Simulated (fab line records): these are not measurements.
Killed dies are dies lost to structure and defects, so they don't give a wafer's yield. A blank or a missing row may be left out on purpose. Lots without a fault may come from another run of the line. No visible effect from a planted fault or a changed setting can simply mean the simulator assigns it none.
What tool caused it? | flow sky130 | 11 lots, 33 wafers sampled, at 5 steps of a route of 708

## WHAT THE GAUGES READ, wafer by wafer
SKY_VT_ADJUST_HVTR_TW_MEAS_11.
lot  | measured     | on           | VT_ADJUST_HVTR_TW
L518 | day 9 18:49  | filmMetro-02 | 206.5 208.2 207.1
L519 | day 10 02:04 | filmMetro-02 | 209.4 208.1 208.6
L520 | day 10 15:52 | filmMetro-04 | 210.3 210.7 209.3
L521 | day 10 23:21 | filmMetro-04 | 209.8 210.1 209.6
L522 | day 11 04:43 | filmMetro-02 | 207.5 207.0 207.0
L524 | day 11 22:10 | filmMetro-04 | 209.4 207.9 209.0
L525 | day 12 05:15 | filmMetro-04 | 211.1 211.0 210.4
L532 | day 14 05:32 | filmMetro-02 | 207.4 208.6 207.9
L534 | day 14 23:34 | filmMetro-04 | 210.3 210.7 208.9
L537 | day 15 17:40 | filmMetro-01 | 210.1 209.3 209.7
L539 | day 16 09:51 | filmMetro-04 | 210.8 211.4 210.5

SKY_POLY_GATE_THK_MEAS_21.
lot  | measured     | on           | POLY_GATE_OXIDATION_THK (nm)
L518 | day 16 21:47 | filmMetro-03 | 3.84 3.81 3.86
L519 | day 17 10:24 | filmMetro-03 | 3.87 3.90 3.81
L520 | day 18 06:28 | filmMetro-02 | 3.97 3.98 3.98
L521 | day 18 16:15 | filmMetro-03 | 4.01 3.94 4.02
L522 | day 18 14:40 | filmMetro-03 | 4.04 4.03 4.04
L524 | day 20 00:53 | filmMetro-04 | 4.02 3.95 4.07
L525 | day 20 11:17 | filmMetro-03 | 4.12 4.14 4.16
L532 | day 22 11:01 | filmMetro-02 | 4.44 4.40 4.42
L534 | day 23 02:21 | filmMetro-04 | 4.52 4.55 4.46
L537 | day 23 20:29 | filmMetro-02 | 3.96 4.09 4.04
L539 | day 24 16:53 | filmMetro-02 | 3.99 4.01 3.97

SKY_LDD_HVP_OVL_MEAS_07.
lot  | measured     | on         | LDD_HVP_OVL (nm)
L518 | day 21 23:28 | overlay-02 | 1.0 0.2 -1.5
L519 | day 22 12:31 | overlay-02 | 1.5 -1.6 2.0
L520 | day 23 10:40 | overlay-01 | 1.4 0.1 -0.4
L521 | day 23 20:13 | overlay-01 | 0.9 0.9 -0.4
L522 | day 23 18:59 | overlay-01 | -2.3 -1.3 -0.2
L524 | day 25 04:22 | overlay-02 | -0.3 1.4 0.4
L525 | day 25 14:25 | overlay-01 | -2.7 -3.3 -0.7
L532 | day 27 12:07 | overlay-01 | 2.5 -0.8 -0.9
L534 | day 28 01:15 | overlay-01 | 1.0 1.7 0.0
L537 | day 28 19:51 | overlay-02 | -1.3 0.9 -0.1
L539 | day 29 14:41 | overlay-02 | -0.4 -1.2 -0.4

## EACH LOT AND THE TOOL THAT RAN IT (in order: tool; ch and the chambers of the sampled wafers; start)
lot  | SKY_VT_ADJUST_LVTN_STRIP_20         | SKY_POLY_GATE_OXIDATION_20
L518 | plasmaAsher-04 ch 0,1, day 8 00:51  | furnace-01 ch 0, day 16 20:32
L519 | plasmaAsher-03 ch 0,1, day 8 05:45  | furnace-01 ch 0, day 17 09:09
L520 | plasmaAsher-04 ch 1, day 8 18:32    | furnace-01 ch 0, day 18 05:13
L521 | plasmaAsher-04 ch 0, day 9 00:36    | furnace-01 ch 0, day 18 15:00
L522 | plasmaAsher-04 ch 0,1, day 9 06:33  | furnace-02 ch 0, day 18 13:25
L524 | plasmaAsher-04 ch 0,1, day 9 23:00  | furnace-02 ch 0, day 19 23:37
L525 | plasmaAsher-04 ch 0,1, day 10 05:20 | furnace-01 ch 0, day 20 10:02
L532 | plasmaAsher-03 ch 0,1, day 12 03:00 | furnace-02 ch 0, day 22 09:46
L534 | plasmaAsher-04 ch 0,1, day 12 18:07 | furnace-02 ch 0, day 23 01:05
L537 | plasmaAsher-04 ch 0,1, day 13 12:16 | furnace-01 ch 0, day 23 19:13
L539 | plasmaAsher-04 ch 0,1, day 14 03:53 | furnace-01 ch 0, day 24 15:38
- SKY_VT_ADJUST_LVTN_STRIP_20: strips in O2/N2.
- SKY_POLY_GATE_OXIDATION_20: stabilise 600 s, purge 300 s, target thk 4 nm.

## WHAT THE TOOLS THEMSELVES READ (means of the sampled wafers that have a number; where no wafer has one, the mark that the record gives instead)
SKY_VT_ADJUST_LVTN_STRIP_20.
lot  | tool           | drypumpMotorCurrentA (A) | oesProductAu (a.u.) | stripTimeToEndpointS (s)
L518 | plasmaAsher-04 | 5.67                     | 0.720               | 14.15
L519 | plasmaAsher-03 | 5.41                     | 0.713               | 14.15
L520 | plasmaAsher-04 | 5.69                     | 0.715               | 14.21
L521 | plasmaAsher-04 | 5.55                     | 0.714               | 14.24
L522 | plasmaAsher-04 | 5.64                     | 0.712               | 14.16
L524 | plasmaAsher-04 | 5.61                     | 0.716               | 14.24
L525 | plasmaAsher-04 | 5.64                     | 0.714               | 14.24
L532 | plasmaAsher-03 | 5.40                     | 0.717               | 14.25
L534 | plasmaAsher-04 | 5.59                     | 0.714               | 14.16
L537 | plasmaAsher-04 | 5.60                     | 0.712               | 14.18
L539 | plasmaAsher-04 | 5.59                     | 0.715               | 14.15

SKY_POLY_GATE_OXIDATION_20.
lot  | tool       | spikeTcBottomC (C) | spikeTcCentreC (C) | spikeTcLowerC (C) | spikeTcTopC (C) | spikeTcUpperC (C) | tubeCenterTempC (C) | tube_center_temp_C_max | zonePowerLowerPct (%) | zonePowerUpperPct (%)
L518 | furnace-01 | 865.1              | 851.0              | 850.7             | 860.1           | 849.2             | 850                 | 852.2                  | 15.5                  | 16.5
L519 | furnace-01 | 865.4              | 851.0              | 849.3             | 859.5           | 848.5             | 850                 | 852.5                  | 15.4                  | 16.5
L520 | furnace-01 | 864.7              | 850.5              | 850.3             | 859.2           | 848.6             | 850                 | 852.4                  | 15.5                  | 16.7
L521 | furnace-01 | 865.2              | 850.4              | 850.6             | 859.7           | 848.5             | 850                 | 852.0                  | 15.3                  | 16.5
L522 | furnace-02 | 869.2              | 849.6              | 850.6             | 864.4           | 848.9             | 850                 | 852.2                  | 19.1                  | 18.3
L524 | furnace-02 | 869.1              | 850.5              | 850.7             | 865.3           | 850.7             | 850                 | 852.3                  | 19.2                  | 18.3
L525 | furnace-01 | 864.8              | 850.9              | 849.9             | 859.6           | 849.2             | 850                 | 852.0                  | 15.4                  | 16.4
L532 | furnace-02 | 877.7              | 858.8              | 860.2             | 873.4           | 857.6             | 859                 | 861.1                  | 19.6                  | 18.9
L534 | furnace-02 | 879.9              | 859.2              | 861.6             | 873.5           | 856.6             | 859                 | 860.9                  | 19.4                  | 18.7
L537 | furnace-01 | 864.4              | 851.0              | 849.2             | 859.9           | 848.8             | 850                 | 852.0                  | 15.4                  | 16.4
L539 | furnace-01 | 864.7              | 850.9              | 851.2             | 859.5           | 848.6             | 850                 | 852.5                  | 15.5                  | 16.5

## THE ANSWER, worked out from the rows above alone
Rule: the lots themselves supply what counts as usual. The widest of any qualifying gaps counts: lots, ordered by their means at a reading, are off when they make up no more than a third of the lots, leave a main group of 4 or more, and stand apart from it by 3 or more times the standard deviation of that group's means. The tables above print the reading to a certain number of digits; a main group whose means all agree to those digits is not used. Also off: a lot with no number at a reading for which 4 or more lots have one. Any other lot the step has rows for is counted as sound. The gauges are gone through in route order, then the tools' own readings, and for those a lot's mean is taken as printed above. The first step at which some lot is off is used, and at that step the reading that is off furthest; a lot without a number counts as furthest.
Off: at SKY_POLY_GATE_THK_MEAS_21 (POLY_GATE_OXIDATION_THK), L532, L534. For the main group the mean is 3.99 nm and the standard deviation 0.086.
A tool fits if, at a process step before that reading, it ran every lot that is off, and no sound lot after the first of them. The gauges at SKY_POLY_GATE_THK_MEAS_21 aren't tried: what is off there is off at SKY_POLY_GATE_OXIDATION_20 too, on other tools, and a gauge's error can't cause that. One fits: SKY_POLY_GATE_OXIDATION_20 on furnace-02. A fault onset in the window from L524 (day 19 23:37, its last sound lot) to L532 (day 22 09:46, its first lot off) fits.
The tool's own readings at SKY_POLY_GATE_OXIDATION_20 bear it out: on the lots that are off they differ by more than 5 times the standard deviation of the sound lots' means. spikeTcBottomC reads 878.8 C there against 865.8 C on the sound lots; spikeTcCentreC reads 859.0 C there against 850.6 C on the sound lots; spikeTcLowerC reads 860.9 C there against 850.3 C on the sound lots; spikeTcTopC reads 873.5 C there against 860.8 C on the sound lots; spikeTcUpperC reads 857.1 C there against 849.0 C on the sound lots; tubeCenterTempC reads 859 C there against 850 C on the sound lots; tube_center_temp_C_max reads 861.0 there against 852.2 on the sound lots.

## WHAT THE SIMULATOR PUT IN
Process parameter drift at SKY_POLY_GATE_OXIDATION_20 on furnace-02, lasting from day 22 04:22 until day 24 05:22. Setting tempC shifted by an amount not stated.
Lots struck among those shown: L532, L534. The same result came from the rule above.
